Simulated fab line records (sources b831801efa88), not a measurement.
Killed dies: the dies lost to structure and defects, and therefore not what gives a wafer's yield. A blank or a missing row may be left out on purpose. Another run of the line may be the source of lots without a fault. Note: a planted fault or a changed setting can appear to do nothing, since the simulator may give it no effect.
Problem report, 8D (eight disciplines) form, completed by code | flow sky130 | the parts of the form that need people (team, actions taken, sign-off) are left out

1. WHAT IS WRONG
killed-at-front-end at SKY_PAD_OPEN_PROBE_99 reads a mean of 73 on 6 wafers of 2 lots; wafers without a fault read 15 with a standard deviation of 4.3. Relative to the usual mean, that is a shift of +13 standard deviations.
First observed at day 48 12:50: wafer L538.1, on prober-02. The record has a number at this step for 6 wafers belonging to 2 lots. Rule for "out", or "out of limits": more than 4 standard deviations from the usual mean. Any other wafer with a number is counted as sound.

2. WHAT IT IS, AND WHAT IT ISN'T
question                    | is                               | is not
which readings at this step | killed-at-front-end, killed-dies | killed_at_M4_up, killed-at-contacts, killed-at-other, killed-open, killed-short
which lots                  | L538, L540                       | -
which wafers of those lots  | all that have a number           | -
read on which tools         | prober-01, prober-02             | -
when                        | from day 48 12:50                | up to then (0 sound wafers)

3. WHAT RULES OUT EACH SUSPECT
Counting: a tool at any process step up to the reading remains a suspect when it ran all the lots that are out and ran no sound lot after the first of those.
- plasma-asher-02 at SKY_VT_ADJUST_HVTR_STRIP_10 (strips in O2/N2): kept. It ran every lot that is out, first L538 (day 13 09:14), and no sound lot after that.
Remaining after the count: plasma-asher-02 at SKY_VT_ADJUST_HVTR_STRIP_10.

4. THE CAUSE (what the simulator had put in)
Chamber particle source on plasma-asher-02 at SKY_VT_ADJUST_HVTR_STRIP_10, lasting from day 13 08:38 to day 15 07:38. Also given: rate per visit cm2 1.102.
Only this tool survived the counting.

5. THE EFFECT CHAIN, in route order
Rows list readings where the struck wafers' mean (over those with a number) sits beyond 3 standard deviations from the usual. Only readings whose record carries a usual standard deviation are examined. hours: median over the lots of the time between each lot's start at the first step of this table that gives one and its start at this step. sigmas: the change, counted in usual standard deviations.
hours | step                  | reading             | usual | on struck wafers | change | sigmas
0     | SKY_PAD_OPEN_PROBE_99 | killed-at-front-end | 15    | 73               | +58    | +13
0     | SKY_PAD_OPEN_PROBE_99 | killed-dies         | 86    | 136              | +50    | +5.6
Process steps it contains:
- SKY_PAD_OPEN_PROBE_99

6. HOW IT WOULD HAVE BEEN CAUGHT EARLIER
In this record no reading fell out of limits until day 48 12:50, 844 hours after the fault had begun at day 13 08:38.
Of the tool readings at SKY_VT_ADJUST_HVTR_STRIP_10 for which the record gives a usual standard deviation, none was out on any struck wafer, so an alarm limit of 4 standard deviations on them would not have fired.
Lots out: 2; all had begun SKY_VT_ADJUST_HVTR_STRIP_10 on plasma-asher-02 by day 48 12:50. None of them would have been spared by holding the tool at that moment.
